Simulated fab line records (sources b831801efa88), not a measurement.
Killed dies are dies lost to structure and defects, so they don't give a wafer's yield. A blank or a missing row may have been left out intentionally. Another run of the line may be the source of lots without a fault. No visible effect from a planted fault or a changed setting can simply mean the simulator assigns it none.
One fault through the eyes of 2 desks ; flow gf180mcu ; only its own numbers are on each desk; what lay behind them is given at the end

FROM THE METROLOGY DESK
What the gauges read, lot by lot, whatever tool the lot ran on: means of the sampled wafers that have a number. The brackets show how far a lot's mean lies from the usual mean; more than 4 standard deviations puts the lot out of limits, marked OUT.
Columns: A = STI_OXIDATION_THK at GF_STI_THK_MEAS_02, usual 10.15 nm
lot;first seen here;A
L530;day 1 16:31;10.18
L531;day 1 21:32;9.88
L532;day 2 02:35;10.03
L533;day 2 08:20;10.06
L534;day 2 12:54;10.31
L535;day 2 17:31;10.46
L536;day 2 22:31;10.17
L537;day 3 05:34;10.61
L538;day 3 10:23;10.36
L551;day 6 02:19;10.06
L552;day 6 06:32;10.14
Finding of this desk: none of the 11 lots has anything out of limits.

FOR THE TOOL OWNER'S DESK: rieDiel-01
The tool's own readings at GF_STI_ETCH_13 (etches the open film in CHF3/O2, stops on Si, target depth 282.31 nm, time 112.9 s): means of the sampled wafers that have a number, for each lot that ran on this tool. The brackets show how far a lot's mean lies from the usual mean; more than 4 standard deviations puts the lot out of limits, marked OUT.
Columns: A = chf3FlowSccm at GF_STI_ETCH_13, usual 50.00 sccm; B = drypumpMotorCurrentA at GF_STI_ETCH_13, usual 5.7 A; C = oesProductAu at GF_STI_ETCH_13, usual 0.832 a.u.; D = rfFwdPowerW at GF_STI_ETCH_13, usual 597.0 W; E = throttleValvePct at GF_STI_ETCH_13, usual 8.810 %
lot;first seen here;A;B;C;D;E
L530;day 2 06:26;50.01;6.3;0.828;596.5;8.804
L532;day 2 17:08;49.87;6.3;0.835;599.5;8.810
L534;day 3 03:47;50.08;5.8;0.837;595.0;8.813
L535;day 3 08:13;49.91;6.0;0.830;598.1;8.805
L536;day 3 12:53;49.91;5.8;0.830;599.5;8.812
L537;day 3 20:53;50.03;5.5;0.827;567.0 (-15) OUT;8.814
This desk finds L537 out of limits, L537 being first, at day 3 20:53 (rfFwdPowerW at GF_STI_ETCH_13). L530, L532, L534, L535, L536 stayed within limits.

BROUGHT TOGETHER
The tool owner's desk could have raised an alarm at day 3 20:53, on L537.
Metrology desk: nothing out of limits seen.
The metrology desk holds a record of L537, inside its limits.
Every lot named ran GF_STI_ETCH_13 on rieDiel-01.

WHAT THE SIMULATOR PUT IN
rieDiel-01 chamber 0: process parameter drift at GF_STI_ETCH_13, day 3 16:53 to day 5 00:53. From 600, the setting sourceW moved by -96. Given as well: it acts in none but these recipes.
Struck lots among those shown: L537.
Each desk's first reading out of limits, in hours after the fault started: the tool owner's desk, 4.
